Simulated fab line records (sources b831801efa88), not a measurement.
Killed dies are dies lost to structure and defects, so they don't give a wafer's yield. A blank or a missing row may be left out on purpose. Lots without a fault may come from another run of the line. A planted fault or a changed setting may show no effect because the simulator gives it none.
Struck lot and sound lot, side by side ; flow sky130 ; 43 out of 708 route steps
Sound: wafers L629.1, L629.2, L629.3. The struck wafers were L640.1, L640.5, L640.6. The cause comes at the end.
For every step that has rows: the tool of each side, followed by ch and its chambers, followed by its first start. Under that, the readings that differ: sound wafers ; struck wafers ; difference of the means ; sigmas: that difference in standard deviations of wafers without a fault.
alike: words and numbers the same on both sides, and readings whose means are apart by under 2 such deviations; not compared: readings that were withheld, readings missing a value for some wafer, numbers with overlapping values and no deviation given by the record, and bounds like >300 which may hide the same value.
Wherever a step has rows on one side only, a row that says differs or no value, or a row with sigmas, the two part there. Numbers that don't overlap but have no deviation are shown without sigmas and don't part them. A reading that every wafer of one side lacks parts them only if that side has two wafers or more.

SKY_METAL5_RS_MEAS_05: a four-point-probe measurement.
  sound on film metro-02 at day 44 04:31; struck on film metro-01 at day 47 01:59
  alike: METAL5_ALCU_RS
SKY_METAL5_THK_MEAS_06: measures by xrf.
  sound on film metro-02 at day 44 04:38; struck on film metro-01 at day 47 02:07
  alike: METAL5_ALCU_THK
then, 7 steps without rows for these wafers: SKY_METAL5_DEHYDRATE_07 (time 60 s); SKY_METAL5_HMDS_08 (prime time 60 s); SKY_METAL5_COAT_09 (resist thk 1800 nm); SKY_METAL5_SOFTBAKE_10 (time 57.44 s); SKY_METAL5_EXPOSE_11 (exposes mask MM5, target cd 1600 nm); SKY_METAL5_PEB_12; SKY_METAL5_DEVELOP_13 (develop time 60 s).
SKY_METAL5_DESCUM_14: chemistry O2, time 11 s.
  sound on rie metal-02 ch 0,1, day 45 02:23; struck on rie metal-01 ch 0, day 47 21:32
  alike: drypump motor current A, oes product au
  not compared: rf hours counter h
SKY_METAL5_METAL_ETCH_15: etches the open film in Cl2/BCl3, stops on SiO2, target depth 1260 nm, time 252 s.
  sound on rie metal-02 ch 0,1, day 45 02:26; struck on rie metal-01 ch 0, day 47 21:36
  alike: drypump motor current A, oes product au, throttle valve pct
  not compared: rf hours counter h
SKY_METAL5_STRIP_16: strips in O2/N2.
  sound on plasma asher-03 ch 0,1, day 45 02:40; struck on plasma asher-03 ch 0,1, day 47 22:04
  alike: drypump motor current A, oes product au, strip time to endpoint s
  not compared: rf hours counter h
SKY_METAL5_STRIP_17: strips in post etch residue remover, time 1200 s.
  sound on wet bench-03 ch 1, day 45 02:46; struck on wet bench-03 ch 1, day 47 22:10
  alike: bath guard temp C
then, 3 steps without rows for these wafers: SKY_METAL5_CLEAN_18 (cleans in IPA, time 180 s); SKY_METAL5_CLEAN_19 (cleans in O3/DIW); SKY_PASSIVATION_CVD_00 (deposits SiO2, target thk 90 nm).
SKY_PASSIVATION_THK_MEAS_01:
  sound on film metro-01 at day 45 03:19; struck on film metro-03 at day 47 22:41
  alike: PASSIVATION_CVD_00_THK
then, 1 step without rows for these wafers: SKY_PASSIVATION_CVD_02 (deposits Si3N4, target thk 540 nm).
SKY_PASSIVATION_THK_MEAS_03:
  sound on film metro-04 at day 45 03:35; struck on film metro-01 at day 47 22:58
  alike: PASSIVATION_CVD_02_THK
then, 16 steps without rows for these wafers: SKY_PASSIVATION_DEHYDRATE_04 (time 60 s); SKY_PASSIVATION_HMDS_05 (prime time 60 s); SKY_PASSIVATION_COAT_06 (resist thk 3000 nm); SKY_PASSIVATION_SOFTBAKE_07; SKY_PASSIVATION_EXPOSE_08 (exposes mask NSM, target cd 3000 nm); SKY_PASSIVATION_PEB_09; SKY_PASSIVATION_DEVELOP_10 (develop time 60 s); SKY_PASSIVATION_ETCH_11 (etches the open film in CF4/O2, stops on AlCu, target depth 725 nm, time 161.1 s); SKY_PASSIVATION_STRIP_12 (strips in O2/N2); SKY_PAD_OPEN_DEHYDRATE_00 (time 60 s); SKY_PAD_OPEN_HMDS_01 (prime time 60 s); SKY_PAD_OPEN_COAT_02 (resist thk 3000 nm); SKY_PAD_OPEN_SOFTBAKE_03; SKY_PAD_OPEN_EXPOSE_04 (exposes mask PDM, target cd 60000 nm); SKY_PAD_OPEN_PEB_05; SKY_PAD_OPEN_DEVELOP_06 (develop time 60 s).
SKY_PAD_OPEN_ETCH_07: etches the open film in CF4/O2, stops on AlCu, target depth 725 nm, time 161.1 s.
  sound on rie diel-01 ch 0,1,3, day 46 21:26; struck on rie diel-01 ch 0,3, day 49 10:59
  alike: drypump motor current A, oes product au, throttle valve pct
  not compared: rf hours counter h
SKY_PAD_OPEN_STRIP_08: strips in O2/N2.
  sound on plasma asher-02 ch 0,1, day 46 21:33; struck on plasma asher-03 ch 0,1, day 49 11:05
  alike: drypump motor current A, oes product au, strip time to endpoint s
  not compared: rf hours counter h
then, 4 steps without rows for these wafers: SKY_PAD_OPEN_STRIP_09 (strips in post etch residue remover, time 1200 s); SKY_PAD_OPEN_CLEAN_10 (cleans in IPA, time 180 s); SKY_PAD_OPEN_CLEAN_11 (cleans in O3/DIW); SKY_PAD_OPEN_ANNEAL_12.
SKY_PAD_OPEN_BOW_MEAS_13:
  sound on film metro-02 at day 46 23:39; struck on film metro-02 at day 49 13:11
  alike: PAD_OPEN_BOW
SKY_PAD_OPEN_PROBE_99:
  sound on prober-02 at day 46 23:46; struck on prober-01 at day 49 13:18
reading;sound;struck;difference;sigmas
defect limited yield (%);81.1 84.8 84.3;72.4 72.2 73.4;-10.7;-6
killed_at_M4_up;2 1 4;50 51 52;+49;+24
killed dies;93 75 77;136 137 131;+53;+6
sort_bin_3_pad_short (%);1.4 0.6 0.2;2.0 3.3 2.4;+1.8;+4
sort_bin_5_function (%);10.8 9.3 9.8;18.1 15.7 17.7;+7.2;+5
sort n pass;399 417 415;356 355 361;-53;-6
sort yield pct (%);81.1 84.8 84.3;72.4 72.2 73.4;-10.7;-6
model.etest.tester.sort n pass;399 417 415;356 355 361;-53;
model.etest.tester.sort yield pct (%);81.1 84.76 84.35;72.36 72.15 73.37;-10.78;
model.etest.tester.sort_bin_5_pct (%);10.77 9.35 9.756;18.09 15.65 17.68;+7.18;
model.etest.tester.sort_bin_3_pct (%);1.423 0.6098 0.2033;2.033 3.252 2.439;+1.829;
  alike: killed_at_M0_to_M3, killed at contacts, killed at front end, killed at other, killed open, killed short, sort_bin_6_memory

## WHERE THEY PART
SKY_PAD_OPEN_PROBE_99 only, going by this record.

WHY: what had been put in by the simulator
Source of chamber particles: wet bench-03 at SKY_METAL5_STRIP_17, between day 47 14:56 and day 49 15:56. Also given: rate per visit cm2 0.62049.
